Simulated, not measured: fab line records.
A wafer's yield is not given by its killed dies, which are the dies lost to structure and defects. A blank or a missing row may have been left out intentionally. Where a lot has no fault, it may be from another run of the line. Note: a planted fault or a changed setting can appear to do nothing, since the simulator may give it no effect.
Matching of chambers | flow sky130 | 4 sister chambers for SKY_VIA4_CMP_02 on cmp-01
The step polishes SiO2. 8 wafers are shown with their chamber, then 7 later ones without.

== EACH WAFER AND ITS CHAMBER ==
wafer  | chamber | motor_current_A (A)
L147.1 | 1       | 12.6
L152.5 | 0       | 12.5
L152.6 | 3       | 13.6
L162.2 | 2       | 13.4
L162.5 | 1       | 12.9
L162.6 | 0       | 12.3
L163.1 | 2       | 12.7
L163.2 | 3       | 13.6

== WAFERS WITHOUT THEIR CHAMBER ==
wafer  | motor_current_A (A)
L163.4 | 13.0
L166.3 | 12.9
L166.4 | 12.2
L166.5 | 12.6
L167.2 | 12.7
L167.3 | 12.4
L167.4 | 13.1

== WHICH CHAMBER EACH WENT THROUGH ==
wafer  | from the rows above               | in truth
L163.4 | can't be placed: 2 or 1 or 0 or 3 | 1
L166.3 | can't be placed: 1 or 2 or 0 or 3 | 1
L166.4 | can't be placed: 0 or 1           | 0
L166.5 | can't be placed: 1 or 0 or 2      | 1
L167.2 | can't be placed: 1 or 0 or 2      | 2
L167.3 | can't be placed: 0 or 1           | 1
L167.4 | can't be placed: 2 or 1 or 3      | 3
Correct placement for 0 of the 7. These rows do not allow placing 7 (true chamber among the candidates in 7). Number placed wrongly: 0.
How it was worked out, from the rows above alone: a wafer's distance from a chamber is the root of the sum, over the readings, of the square of ((its reading less the chamber's mean) divided by the reading's scatter). The wafer belongs to the nearest chamber; if the next one is less than 2 further off, it can't be placed. A chamber's mean is the mean of its shown wafers. The scatter: take each reading less its chamber's mean, square it, sum over the shown wafers, divide by the number of wafers less the number of chambers, and take the root.
